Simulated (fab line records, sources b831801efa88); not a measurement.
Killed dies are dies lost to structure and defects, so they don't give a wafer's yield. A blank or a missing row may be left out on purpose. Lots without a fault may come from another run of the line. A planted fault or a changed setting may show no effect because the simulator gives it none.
Which tool did it? | flow gf180mcu | 12 lots, 36 wafers sampled, at 1 step of a route of 602

WHAT THE GAUGES READ, wafer by wafer
GF_V1_THK_MEAS_03.
lot  | measured     | on            | V1_CVD_02_THK (nm)
L075 | day 17 17:23 | film_metro-04 | 852 848 866
L077 | day 18 08:48 | film_metro-04 | 868 855 858
L079 | day 19 01:25 | film_metro-04 | 845 863 846
L081 | day 20 02:26 | film_metro-02 | 843 849 856
L083 | day 20 12:48 | film_metro-01 | 857 856 873
L085 | day 21 10:01 | film_metro-04 | 839 831 843
L087 | day 22 02:55 | film_metro-01 | 836 847 839
L089 | day 22 22:32 | film_metro-01 | 835 838 865
L091 | day 23 09:26 | film_metro-02 | 853 852 859
L093 | day 24 07:14 | film_metro-01 | 842 856 855
L095 | day 24 16:57 | film_metro-02 | 838 840 845
L097 | day 25 07:05 | film_metro-01 | 857 849 858

WHICH TOOL RAN EACH LOT (tool, then ch and the chambers of the sampled wafers, then the start)
The record holds no process step before these readings.

THE ANSWER, worked out from the rows above alone
Rule: what is usual is taken from the lots themselves. Put in order of their means at a reading, lots are off if they are a third of the lots or fewer, leave a main group of 4 or more, and stand apart from it by a gap of 3 or more times the standard deviation of the main group's means; of several such gaps the widest counts. A main group whose means are all the same, to the digits that the tables above print for the reading, isn't used. A lot without any number at a reading at which 4 lots or more have one is off too. The other lots that the step has rows for count as sound.
No lot is off at any reading shown: from this, nothing can be told.

WHAT THE SIMULATOR HAD PUT IN
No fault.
